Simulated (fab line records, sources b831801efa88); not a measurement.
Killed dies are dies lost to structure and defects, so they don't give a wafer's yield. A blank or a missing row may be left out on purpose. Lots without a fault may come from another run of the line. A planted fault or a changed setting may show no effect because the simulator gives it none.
A struck lot beside a sound one | flow sky130 | 14 steps out of a route of 708
Sound: wafers L698.3, L698.4, L698.6. Struck: wafers L710.1, L710.2, L710.4. The cause comes at the end.
At each step with rows: each side's tool, then ch and its chambers, then its first start. Under that, the readings that differ: sound wafers | struck wafers | difference of the means | sigmas: that difference in standard deviations of wafers without a fault.
alike: readings whose means differ by less than 2 such deviations, and words and numbers that are the same on both sides. not compared: withheld readings, readings that some wafer has no value for, bounds like >300 that may hide the same value, and numbers for which the record gives no deviation and whose values overlap.
The two part at a step that has a row with sigmas, a row that says differs or no value, or rows on one side only. Numbers that don't overlap but have no deviation are shown without sigmas and don't part them. A reading that every wafer of one side lacks parts them only if that side has two wafers or more.

first, 3 steps without rows for these wafers: SKY_METAL1_EXPOSE_12 (exposes mask MM1, target cd 140 nm); SKY_METAL1_PEB_13; SKY_METAL1_DEVELOP_14 (develop time 60 s).
SKY_METAL1_CD_MEAS_15: target cd 140 nm.
  sound on cd_sem-01, day 33 06:08; struck on cd_sem-02, day 38 04:07
  alike: cd_nm
SKY_METAL1_OVL_MEAS_16:
  sound on overlay-02, day 33 06:13; struck on overlay-02, day 38 04:14
  alike: METAL1_OVL
SKY_METAL1_DESCUM_17: chemistry O2, time 8 s.
  sound on rie_metal-01 ch 0,1, day 33 06:15; struck on rie_metal-03 ch 0,1, day 38 04:17
  alike: drypump_motor_current_A, oes_product_au
  not compared: rf_hours_counter_h
SKY_METAL1_ETCH_18: etches BARC in N2/H2, stops on SiO2, time 47.55 s, target depth 60 nm.
  sound on rie_metal-01 ch 0,1, day 33 06:18; struck on rie_metal-03 ch 0,1, day 38 04:19
  alike: drypump_motor_current_A, oes_product_au, throttle_valve_pct
  not compared: rf_hours_counter_h
SKY_METAL1_METAL_ETCH_19: etches the open film in Cl2/BCl3, stops on SiO2, target depth 360 nm, time 78 s.
  sound on rie_metal-01 ch 0,1, day 33 06:22; struck on rie_metal-03 ch 0,1, day 38 04:22
  alike: drypump_motor_current_A, oes_product_au, throttle_valve_pct
  not compared: rf_hours_counter_h
SKY_METAL1_STRIP_20: strips in O2/N2.
  sound on plasma_asher-01 ch 0,1, day 33 06:28; struck on plasma_asher-02 ch 0,1, day 38 04:28
  alike: drypump_motor_current_A, oes_product_au, strip_time_to_endpoint_s
  not compared: rf_hours_counter_h
then, 3 steps without rows for these wafers: SKY_METAL1_STRIP_21 (strips in post etch residue remover, time 1200 s); SKY_METAL1_CLEAN_22 (cleans in IPA, time 180 s); SKY_METAL1_CLEAN_23 (cleans in O3/DIW).
SKY_VIA1_HDPCVD_00: deposits SiO2, target thk 1030 nm, time 171.7 s.
  sound on hdpcvd-02 ch 0,2, day 33 07:02; struck on hdpcvd-02 ch 0,1, day 38 05:04
  no value came back on the struck wafers for pressure_mtorr (mTorr), run_length_s (s), time_s (s); on the sound wafers pressure_mtorr (mTorr) reads 5.991 5.993 5.999
SKY_PAD_OPEN_PROBE_99:
  the record has rows for the sound wafers here (prober-01, day 46 02:16) and none for the struck ones

WHERE THEY PART
First at SKY_VIA1_HDPCVD_00; last, within this record, at SKY_PAD_OPEN_PROBE_99.

WHY: what the simulator had put in
Skipped step whole: hdpcvd-02, from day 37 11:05 on, at SKY_VIA1_HDPCVD_00. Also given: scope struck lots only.
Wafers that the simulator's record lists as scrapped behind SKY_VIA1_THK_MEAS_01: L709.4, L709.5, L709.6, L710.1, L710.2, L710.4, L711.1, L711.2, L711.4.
